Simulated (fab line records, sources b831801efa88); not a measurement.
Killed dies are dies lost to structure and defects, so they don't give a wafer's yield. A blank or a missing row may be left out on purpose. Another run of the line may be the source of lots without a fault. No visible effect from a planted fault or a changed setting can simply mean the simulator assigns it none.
The same fault as seen by 2 desks / flow gf180mcu / numbers are kept per desk, each desk with only its own; the story behind them comes last

## DESK OF THE TOOL OWNER: litho track-03
The tool's own readings at GF_TOP_METAL_COAT_09 (resist thk 1500 nm): means of the sampled wafers that have a number, for each lot that ran on this tool. A lot is out of limits, marked OUT, if its mean lies more than 4 standard deviations from the usual mean; the brackets give that distance.
Columns: A = spin speed rpm at GF_TOP_METAL_COAT_09, usual 3000.1 rpm
lot=L125; first seen here=day 27 23:56; A=2998.9
lot=L134; first seen here=day 30 23:44; A=3001.9
lot=L140; first seen here=day 32 17:17; A=3002.8
lot=L144; first seen here=day 33 11:07; A=3066.7 (+32) OUT
lot=L147; first seen here=day 34 02:28; A=3061.6 (+29) OUT
This desk's finding: out of limits on L144, L147; first on L144, day 33 11:07 (spin speed rpm at GF_TOP_METAL_COAT_09). L125, L134, L140: within limits.

## AT THE METROLOGY DESK
Lot by lot, what the gauges showed, no matter which tool ran the lot: averages of those sampled wafers that carry a number. A lot is out of limits, marked OUT, if its mean lies more than 4 standard deviations from the usual mean; the brackets give that distance.
Columns: A = cd nm at GF_M5_CD_MEAS_07, usual 279.7 nm
lot=L124; first seen here=day 26 06:47; A=279.5
lot=L125; first seen here=day 26 14:32; A=279.2
lot=L126; first seen here=day 26 21:29; A=278.2
lot=L128; first seen here=day 27 19:08; A=280.0
lot=L130; first seen here=day 28 05:06; A=279.0
lot=L133; first seen here=day 29 07:31; A=279.1
lot=L134; first seen here=day 29 17:17; A=279.8
lot=L135; first seen here=day 29 23:17; A=280.5
lot=L137; first seen here=day 31 02:20; A=279.6
lot=L140; first seen here=day 31 12:26; A=279.1
lot=L144; first seen here=day 32 06:53; A=282.2
lot=L143; first seen here=day 32 10:44; A=280.1
lot=L147; first seen here=day 32 23:38; A=279.0
This desk found nothing out of limits on any of the 13 lots.

## TAKEN TOGETHER
The tool owner's desk could have raised an alarm at day 33 11:07, on L144, L147.
At the metrology desk, nothing out of limits was observed.
The metrology desk holds a record of L144, L147, inside its limits.
The lots listed all ran GF_TOP_METAL_COAT_09 on litho track-03.

## WHAT THE SIMULATOR PUT IN
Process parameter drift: litho track-03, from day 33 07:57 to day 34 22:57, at GF_TOP_METAL_COAT_09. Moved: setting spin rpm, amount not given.
Struck lots among those shown: L144, L147.
Time in hours from fault onset to the first out-of-limits reading at each desk: the tool owner's desk, 3.
